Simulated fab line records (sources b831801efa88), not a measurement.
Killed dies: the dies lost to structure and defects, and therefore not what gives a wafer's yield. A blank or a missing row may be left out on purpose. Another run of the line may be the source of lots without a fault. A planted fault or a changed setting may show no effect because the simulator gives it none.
Problem report, 8D (eight disciplines) form, completed by code | flow gf180mcu | the parts of the form that need people (team, actions taken, sign-off) are left out

1. THE PROBLEM
Wafers without a fault read 6500.1 W, standard deviation 1.2; cathode-dc-power-W at GF_M3_SPUTTER_04 reads a mean of 5050.0 W on 2 wafers belonging to 2 lots. So: -99 or more standard deviations from the usual mean.
The step: material TiN, target thk 50 nm, time 41.7 s.
Earliest sighting: wafer L457.6 on pvd-sputter-01 at day 23 01:50. At this step, 17 wafers from 6 lots have a number in the record. By rule, "out" or "out of limits" means more than 4 standard deviations away from the usual mean. All remaining wafers that have a number are taken as sound.

2. WHAT IT IS, WHAT IT ISN'T
question                    | is                 | is not
which readings at this step | cathode-dc-power-W | throttle-valve-pct
which lots                  | L457, L458         | L450, L455, L468, L469
which wafers of those lots  | L457.6, L458.1     | L457.3, L458.2, L458.5
read on which tools         | pvd-sputter-01     | pvd-sputter-02, pvd-sputter-04
when                        | from day 23 01:50  | up to then (7 sound wafers); but 8 sound wafers of L458, L468, L469 came after

3. SUSPECTS, AND WHAT RULES EACH OUT
Counting: a tool at a process step up to the reading stays a suspect if it ran every lot that is out. Sound lots after the first of them don't rule it out here, since some wafers of a struck lot are sound.
- pvd-sputter-01 at GF_M3_SPUTTER_03 (material Ti, target thk 10 nm, time 6.7 s): kept. Ran every lot that is out, first one L457 (day 23 01:49); last sound lot up to then L455 (day 22 06:24).
- pvd-sputter-01 at GF_M3_SPUTTER_04 (material TiN, target thk 50 nm, time 41.7 s): kept. Ran every lot that is out, first one L457 (day 23 01:50); last sound lot up to then L455 (day 22 06:25). Its own cathode-dc-power-W readings are out on those wafers.
The count leaves pvd-sputter-01 at GF_M3_SPUTTER_04 and pvd-sputter-01 at GF_M3_SPUTTER_03.

4. THE CAUSE (what the simulator had put in)
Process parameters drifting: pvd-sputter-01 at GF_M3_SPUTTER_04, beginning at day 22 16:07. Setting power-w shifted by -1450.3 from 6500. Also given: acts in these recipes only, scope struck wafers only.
Counting leaves 2 suspects; this tool is one of them.

5. THE CHAIN OF EFFECTS, in route order
Each row: a reading where the mean over the struck wafers with a number is more than 3 standard deviations away from the usual. Only readings for which the record gives a usual standard deviation are gone through. hours: the time from each lot's start at the first step in this table that gives one to its start at this step, as a median over the lots. sigmas: the change in usual standard deviations.
hours | step             | reading            | usual    | on struck wafers | change  | sigmas
0     | GF_M3_SPUTTER_04 | cathode-dc-power-W | 6500.1 W | 5050.0           | -1450.1 | -99 or more
Here are the process steps it includes:
- GF_M3_SPUTTER_04: material TiN, target thk 50 nm, time 41.7 s.
Later steps that measure or inspect, where all struck wafers having a row at the step show a number for every such reading and not one has moved that far: GF_M3_RS_MEAS_05, GF_M3_THK_MEAS_06, GF_M3_CD_MEAS_14, GF_M3_OVL_MEAS_15, GF_V3_THK_MEAS_01, GF_V3_THK_MEAS_03, GF_V3_BOW_MEAS_05.

6. WHAT WOULD HAVE CAUGHT IT SOONER
In this record no reading fell out of limits until day 23 01:50, 10 hours after the fault had begun at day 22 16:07.
